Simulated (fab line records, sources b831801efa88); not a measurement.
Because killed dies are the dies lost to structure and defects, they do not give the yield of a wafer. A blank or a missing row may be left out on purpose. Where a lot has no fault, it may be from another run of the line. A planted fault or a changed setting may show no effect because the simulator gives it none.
Chamber matching -- flow sky130 -- cmp-02 running SKY_VIA1_CMP_24: 4 sister chambers
The step polishes, stops on SiO2, t overpolish 15 s, target thk 0 nm. 8 wafers are shown with their chamber, then 12 later ones without.

WAFERS PAIRED WITH THEIR CHAMBERS
wafer,chamber,motor-current-A (A),time-to-endpoint-s (s)
L078.4,2,9.2,65
L080.5,3,9.9,60
L080.6,0,12.1,52
L082.2,3,10.8,64
L082.6,1,10.8,60
L086.1,1,11.2,68
L086.2,0,11.3,59
L086.4,2,9.5,65

WAFERS WITHOUT THEIR CHAMBER
wafer,motor-current-A (A),time-to-endpoint-s (s)
L088.1,10.5,64
L088.4,9.8,64
L088.6,11.8,61
L089.1,10.6,66
L089.2,12.2,58
L089.4,9.9,68
L091.2,11.4,70
L091.3,9.0,71
L091.4,10.6,65
L096.4,9.8,66
L096.5,9.7,68
L096.6,10.6,66

CHAMBER TAKEN BY EACH
wafer,from the rows above,in truth
L088.1,can't be placed: 3 or 1 or 2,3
L088.4,can't be placed: 2 or 3 or 1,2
L088.6,can't be placed: 0 or 1 or 3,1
L089.1,can't be placed: 1 or 3 or 2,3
L089.2,can't be placed: 0 or 1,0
L089.4,can't be placed: 2 or 3 or 1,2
L091.2,can't be placed: 1 or 3 or 0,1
L091.3,2,2
L091.4,can't be placed: 1 or 3 or 2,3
L096.4,can't be placed: 2 or 3 or 1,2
L096.5,can't be placed: 2 or 3 or 1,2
L096.6,can't be placed: 1 or 3 or 2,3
Correct placement for 1 of the 12. Can't be placed from these rows: 11 (the true chamber is among the candidates in 11). Wrongly placed: 0.
How it was worked out, from the rows above alone: a wafer's distance from a chamber is the root of the sum, over the readings, of the square of ((its reading less the chamber's mean) divided by the reading's scatter). If the next closest chamber is less than 2 further off than the closest, the wafer can't be placed; otherwise it belongs to the closest. A chamber's mean is the mean of its shown wafers. The scatter: take each reading less its chamber's mean, square it, sum over the shown wafers, divide by the number of wafers less the number of chambers, and take the root.
